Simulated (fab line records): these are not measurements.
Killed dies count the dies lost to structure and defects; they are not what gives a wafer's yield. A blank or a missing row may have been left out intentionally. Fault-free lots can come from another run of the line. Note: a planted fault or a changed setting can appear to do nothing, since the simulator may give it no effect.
Struck lot and sound lot, side by side :: flow sfqLine :: 42 out of 325 route steps
Sound: these wafers, L752.2, L752.3, L752.4. Struck: wafer L742.4. (L742.1, L742.2 of the same lot were not struck and are left out.) The cause comes at the end.
Each step with rows lists, per side, the tool, then ch with its chambers, then its first start. Under that, the readings that differ: sound wafers :: struck wafers :: difference of the means :: sigmas: that difference in standard deviations of wafers without a fault.
alike: a reading whose means differ by less than 2 such deviations, as well as words and numbers matching on both sides. not compared: withheld readings; readings where some wafer has no value; bounds like >300 that might hide an equal value; numbers whose values overlap and for which the record gives no deviation.
The two part at a step that has a row with sigmas, a row that says differs or no value, or rows on one side only. Non-overlapping numbers with no deviation appear without sigmas and do not part them. A reading that every wafer of one side lacks parts them only if that side has two wafers or more.

first, 6 steps without rows for these wafers: SFQ_TRILAYER_M6_LITHO_COAT_164 (resist thk 62 nm); SFQ_TRILAYER_M6_LITHO_COAT_159 (resist thk 600 nm); SFQ_TRILAYER_M6_LITHO_SOFTBAKE_163; SFQ_TRILAYER_M6_LITHO_EXPOSE_160 (exposes mask M6, target cd 500 nm); SFQ_TRILAYER_M6_LITHO_PEB_162 (peb time 60 s); SFQ_TRILAYER_M6_LITHO_DEVELOP_161 (time 60 s).
SFQ_M6_OVL_MEAS_940:
  sound on overlay-02 at day 77 23:52; struck on overlay-02 at day 75 12:08
  alike: M6_OVL
then, 1 step without rows for these wafers: SFQ_TRILAYER_M6_BARC_OPEN_METAL_ETCH_206 (etches BARC in O2, target depth 125 nm, time 41.7 s).
SFQ_TRILAYER_M6_ETCH_METAL_ETCH_162: etches Nb in Cl2/Ar, stops on SiO2, target depth 240 nm, time 120 s.
  sound on rieMetal-03 ch 0,1, day 77 23:58; struck on rieMetal-02 ch 1, day 75 12:13
reading: drypumpMotorCurrentA (A)
sound: 6.4 6.4 6.1
struck: 5.6
difference: -0.7
sigmas: -2
  alike: oesProductAu
  not compared: rfHoursCounterH
then, 2 steps without rows for these wafers: SFQ_TRILAYER_M6_STRIP_STRIP_163 (strips in O2); SFQ_TRILAYER_M6_STRIP_SOLV_CLEAN_164 (cleans in NMP, time 600 s).
SFQ_TRILAYER_I6_DEP_PECVD_165: deposits SiO2 from SiH4/N2O, time 111.11 s, target thk 500 nm.
  sound on pecvd-02 ch 0,1,2, day 78 00:52; struck on pecvd-04 ch 1, day 75 13:07
  alike: heaterPowerW, throttleValvePct
SFQ_TRILAYER_I6_CMP_CMP_166: polishes SiO2.
  sound on cmp-02 ch 0,1,2, day 78 02:13; struck on cmp-02 ch 2, day 75 13:46
reading: timeToEndpointS (s)
sound: 214 208 219
struck: 280
difference: +66
sigmas: +11

reading: model.SiO2_of_TRILAYER_I6_DEP_PECVD_165.thkNm (nm)
sound: 198.8 199.6 200
struck: 305.6
difference: +106.1
sigmas: 
  alike: motorCurrentA
SFQ_I6_BOW_MEAS_941:
  sound on filmMetro-01 at day 78 05:14; struck on filmMetro-01 at day 75 16:46
  alike: I6_BOW
SFQ_TRILAYER_I6_METRO_MEASURE_167:
  sound on filmMetro-01 at day 78 05:32; struck on filmMetro-01 at day 75 16:53
reading: thkNm (nm)
sound: 198.9 199.4 200.1
struck: 305.4
difference: +105.9
sigmas: +99 or more
then, 6 steps without rows for these wafers: SFQ_TRILAYER_I6_VIA_LITHO_COAT_174 (resist thk 62 nm); SFQ_TRILAYER_I6_VIA_LITHO_COAT_169 (resist thk 650 nm); SFQ_TRILAYER_I6_VIA_LITHO_SOFTBAKE_173; SFQ_TRILAYER_I6_VIA_LITHO_EXPOSE_170 (exposes mask I6, target cd 700 nm); SFQ_TRILAYER_I6_VIA_LITHO_PEB_172 (peb time 60 s); SFQ_TRILAYER_I6_VIA_LITHO_DEVELOP_171 (time 60 s).
-- the record jumps here: 5 days lie between the struck wafers' starts before and after --
SFQ_I6_OVL_MEAS_942:
  sound on overlay-01 at day 82 00:28; struck on overlay-02 at day 80 05:16
reading: I6_OVL (nm)
sound: -7 -10 -3
struck: 3
difference: +10
sigmas: +2
SFQ_TRILAYER_I6_VIA_BARC_OPEN_VIA_ETCH_235: etches BARC in O2, target depth 125 nm, time 41.7 s.
  sound on rieDiel-03 ch 1,2,3, day 82 00:30; struck on rieDiel-02 ch 1, day 80 05:18
reading: rfHoursCounterH (h)
sound: 6 14 15
struck: 0
difference: -12
sigmas: 
  alike: drypumpMotorCurrentA, oesProductAu
SFQ_TRILAYER_I6_VIA_ETCH_VIA_ETCH_172: etches SiO2 in CHF3, stops on Nb, target depth 260 nm.
  sound on rieDiel-03 ch 1,2,3, day 82 00:32; struck on rieDiel-02 ch 1, day 80 05:20
reading: oesProductAu (a.u.)
sound: 0.854 0.852 0.847
struck: 0.998
difference: +0.147
sigmas: +26

reading: model.etch.depthNm (nm)
sound: 198.8 199.6 200
struck: 258.1
difference: +58.6
sigmas: 

reading: model.I6.featureDepthNm (nm)
sound: 198.8 199.6 200
struck: 258.1
difference: +58.6
sigmas: 
  alike: drypumpMotorCurrentA
SFQ_TRILAYER_I6_VIA_STRIP_STRIP_173: strips in O2.
  sound on rieMetal-03 ch 0,1, day 82 00:39; struck on rieMetal-04 ch 0, day 80 05:27
  alike: drypumpMotorCurrentA, oesProductAu
  not compared: rfHoursCounterH
then, 1 step without rows for these wafers: SFQ_TRILAYER_I6_VIA_STRIP_SOLV_CLEAN_174 (cleans in NMP, time 600 s).
SFQ_TRILAYER_M7_DEP_PRE_CLEAN_176: time 22.5 s.
  sound on pvdSputter-05 at day 82 01:25; struck on pvdSputter-04 at day 80 06:13
reading: model.SiO2_of_TRILAYER_I6_DEP_PECVD_165.thkNm (nm)
sound: 191.3 192.1 192.5
struck: 298.1
difference: +106.1
sigmas: 
  alike: biasV
SFQ_TRILAYER_M7_DEP_SPUTTER_175: material Nb, target thk 200 nm, time 133.3 s.
  sound on pvdSputter-05 at day 82 01:27; struck on pvdSputter-04 at day 80 06:15
  alike: throttleValvePct
SFQ_M7_RS_MEAS_943: measures by four-point-probe.
  sound on filmMetro-03 at day 82 01:34; struck on filmMetro-04 at day 80 06:20
  alike: M7_NB_RS
then, 6 steps without rows for these wafers: SFQ_TRILAYER_M7_LITHO_COAT_182 (resist thk 62 nm); SFQ_TRILAYER_M7_LITHO_COAT_177 (resist thk 600 nm); SFQ_TRILAYER_M7_LITHO_SOFTBAKE_181; SFQ_TRILAYER_M7_LITHO_EXPOSE_178 (exposes mask M7, target cd 500 nm); SFQ_TRILAYER_M7_LITHO_PEB_180 (peb time 60 s); SFQ_TRILAYER_M7_LITHO_DEVELOP_179 (time 60 s).
SFQ_M7_OVL_MEAS_945:
  sound on overlay-02 at day 82 04:36; struck on overlay-01 at day 80 14:22
  alike: M7_OVL
then, 5 steps without rows for these wafers: SFQ_TRILAYER_M7_BARC_OPEN_METAL_ETCH_229 (etches BARC in O2, target depth 125 nm, time 41.7 s); SFQ_TRILAYER_M7_ETCH_METAL_ETCH_180 (etches Nb in Cl2/Ar, stops on SiO2, target depth 240 nm, time 120 s); SFQ_TRILAYER_M7_STRIP_STRIP_181 (strips in O2); SFQ_TRILAYER_M7_STRIP_SOLV_CLEAN_182 (cleans in NMP, time 600 s); SFQ_TRILAYER_I7_DEP_PECVD_183 (deposits SiO2 from SiH4/N2O, time 111.11 s, target thk 500 nm).
-- the record jumps here: 4 days lie between the struck wafers' starts before and after --
SFQ_M8_BOW_MEAS_951:
  sound on filmMetro-04 at day 90 10:37; struck on filmMetro-02 at day 85 00:06
reading: model.etest.i6.linkOhm
sound: 1.872 1.875 1.873
struck: 1e+06
difference: +1e+06
sigmas: 
  alike: M8_BOW

WHERE THEY PART
Earliest at SFQ_TRILAYER_M6_ETCH_METAL_ETCH_162; latest, in this record, at SFQ_TRILAYER_I6_VIA_ETCH_VIA_ETCH_172. Later steps at which nothing parts them and some readings are alike: SFQ_TRILAYER_I6_VIA_STRIP_STRIP_173, SFQ_TRILAYER_M7_DEP_PRE_CLEAN_176, SFQ_TRILAYER_M7_DEP_SPUTTER_175, SFQ_M7_RS_MEAS_943, SFQ_M7_OVL_MEAS_945, SFQ_M8_BOW_MEAS_951.

WHY: the cause the simulator had injected
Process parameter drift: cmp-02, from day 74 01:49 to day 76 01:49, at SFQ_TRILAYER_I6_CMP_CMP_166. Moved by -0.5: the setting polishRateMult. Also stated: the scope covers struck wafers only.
